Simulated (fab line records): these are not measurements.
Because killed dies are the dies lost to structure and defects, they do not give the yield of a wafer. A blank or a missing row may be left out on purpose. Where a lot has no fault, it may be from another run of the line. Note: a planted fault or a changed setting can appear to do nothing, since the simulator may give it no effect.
Which tool was responsible? / flow gf180mcu / 13 lots, 39 wafers sampled, at 4 steps of a route of 602

== WHAT EACH GAUGE READ, for each wafer ==
GF_STI_CD_MEAS_12: the cd target is 220 nm.
lot=L493; measured=day 2 01:26; on=cdSem-02; cdNm (nm)=220.8 221.2 220.1
lot=L496; measured=day 2 16:20; on=cdSem-01; cdNm (nm)=220.6 220.7 220.0
lot=L497; measured=day 2 21:56; on=cdSem-01; cdNm (nm)=173.7 174.3 174.1
lot=L498; measured=day 3 04:14; on=cdSem-02; cdNm (nm)=221.3 221.2 220.7
lot=L506; measured=day 4 20:28; on=cdSem-01; cdNm (nm)=220.9 220.6 220.1
lot=L507; measured=day 5 03:14; on=cdSem-02; cdNm (nm)=221.2 221.5 220.3
lot=L508; measured=day 5 07:16; on=cdSem-01; cdNm (nm)=220.3 220.5 218.9
lot=L509; measured=day 5 11:49; on=cdSem-01; cdNm (nm)=220.0 221.3 219.6
lot=L510; measured=day 5 16:53; on=cdSem-01; cdNm (nm)=220.3 220.3 220.2
lot=L511; measured=day 5 22:01; on=cdSem-02; cdNm (nm)=220.1 220.5 220.0
lot=L512; measured=day 6 03:53; on=cdSem-01; cdNm (nm)=220.1 219.9 220.1
lot=L515; measured=day 6 19:48; on=cdSem-01; cdNm (nm)=220.0 219.7 218.2
lot=L516; measured=day 6 23:55; on=cdSem-02; cdNm (nm)=218.5 218.3 219.7

GF_HV_LDD_TW_MEAS_11.
lot=L493; measured=day 10 05:14; on=filmMetro-04; HV_LDD_TW=2424 2396 2392
lot=L496; measured=day 10 23:34; on=filmMetro-01; HV_LDD_TW=2386 2373 2388
lot=L498; measured=day 11 17:08; on=filmMetro-01; HV_LDD_TW=2374 2409 2398
lot=L506; measured=day 13 23:49; on=filmMetro-04; HV_LDD_TW=2422 2418 2418
lot=L507; measured=day 14 08:39; on=filmMetro-02; HV_LDD_TW=2385 2391 2399
lot=L508; measured=day 14 14:59; on=filmMetro-04; HV_LDD_TW=2412 2418 2406
lot=L509; measured=day 14 23:35; on=filmMetro-02; HV_LDD_TW=2395 2391 2390
lot=L510; measured=day 15 04:22; on=filmMetro-02; HV_LDD_TW=2404 2418 2408
lot=L511; measured=day 15 09:33; on=filmMetro-02; HV_LDD_TW=2394 2400 2398
lot=L512; measured=day 15 19:28; on=filmMetro-04; HV_LDD_TW=2404 2399 2393
lot=L515; measured=day 16 17:23; on=filmMetro-04; HV_LDD_TW=2408 2408 2386
lot=L516; measured=day 16 21:19; on=filmMetro-02; HV_LDD_TW=2407 2412 2395

GF_NSD_TW_MEAS_12.
lot=L493; measured=day 13 13:25; on=filmMetro-01; NSD_TW=4189 4179 4188
lot=L496; measured=day 14 10:14; on=filmMetro-02; NSD_TW=4227 4220 4197
lot=L498; measured=day 15 05:31; on=filmMetro-01; NSD_TW=4200 4225 4222
lot=L506; measured=day 17 21:38; on=filmMetro-01; NSD_TW=4181 4192 4182
lot=L507; measured=day 18 06:00; on=filmMetro-01; NSD_TW=4208 4205 4192
lot=L508; measured=day 18 13:26; on=filmMetro-03; NSD_TW=4333 4291 4315
lot=L509; measured=day 18 23:17; on=filmMetro-01; NSD_TW=4213 4193 4164
lot=L510; measured=day 19 06:07; on=filmMetro-03; NSD_TW=4330 4324 4317
lot=L511; measured=day 19 11:25; on=filmMetro-02; NSD_TW=4217 4218 4205
lot=L512; measured=day 19 20:40; on=filmMetro-01; NSD_TW=4188 4205 4196
lot=L515; measured=day 20 18:54; on=filmMetro-01; NSD_TW=4248 4241 4264
lot=L516; measured=day 21 00:16; on=filmMetro-03; NSD_TW=4351 4351 4334

== WHICH TOOL RAN EACH LOT (tool, then ch and the chambers of the sampled wafers, then the start) ==
lot=L493; GF_STI_EXPOSE_09=krfScanner-02 ch 0, day 1 19:37
lot=L496; GF_STI_EXPOSE_09=krfScanner-02 ch 0, day 2 10:44
lot=L497; GF_STI_EXPOSE_09=krfScanner-02 ch 0, day 2 15:34
lot=L498; GF_STI_EXPOSE_09=krfScanner-01 ch 0, day 2 22:16
lot=L506; GF_STI_EXPOSE_09=krfScanner-02 ch 0, day 4 13:51
lot=L507; GF_STI_EXPOSE_09=krfScanner-02 ch 0, day 4 20:08
lot=L508; GF_STI_EXPOSE_09=krfScanner-01 ch 0, day 5 00:10
lot=L509; GF_STI_EXPOSE_09=krfScanner-01 ch 0, day 5 04:42
lot=L510; GF_STI_EXPOSE_09=krfScanner-01 ch 0, day 5 10:23
lot=L511; GF_STI_EXPOSE_09=krfScanner-01 ch 0, day 5 14:53
lot=L512; GF_STI_EXPOSE_09=krfScanner-02 ch 0, day 5 20:41
lot=L515; GF_STI_EXPOSE_09=krfScanner-02 ch 0, day 6 12:25
lot=L516; GF_STI_EXPOSE_09=krfScanner-01 ch 0, day 6 16:17
- GF_STI_EXPOSE_09: exposes mask COMP, target cd 220 nm.

== WHAT THE TOOLS THEMSELVES READ (means of the sampled wafers that have a number; where no wafer has one, the mark that the record gives instead) ==
The record holds no such reading with a usual standard deviation.

== THE ANSWER, worked out from the rows above alone ==
Rule: the lots themselves supply what counts as usual. Put in order of their means at a reading, lots are off if they are a third of the lots or fewer, leave a main group of 4 or more, and stand apart from it by a gap of 3 or more times the standard deviation of the main group's means; of several such gaps the widest counts. The tables above print the reading to a certain number of digits; a main group whose means all agree to those digits is not used. Also off: a lot with no number at a reading for which 4 or more lots have one. All remaining lots with rows at the step are treated as sound. First the gauges in route order, then the tools' own readings, where a lot's mean is used as printed above. At the first step where some lot is off, the reading lying furthest off is the one used; lots without a number count as furthest.
Off at GF_STI_CD_MEAS_12 (cdNm): L497. The main group has a mean of 220.2 nm with a standard deviation of 0.62.
If a tool, at a process step before that reading, ran all the lots that are off and no sound lot after the first of them, it fits. Gauges at GF_STI_CD_MEAS_12: tried the same way as those tools. None of those tried fits.

== WHAT WAS PUT IN BY THE SIMULATOR ==
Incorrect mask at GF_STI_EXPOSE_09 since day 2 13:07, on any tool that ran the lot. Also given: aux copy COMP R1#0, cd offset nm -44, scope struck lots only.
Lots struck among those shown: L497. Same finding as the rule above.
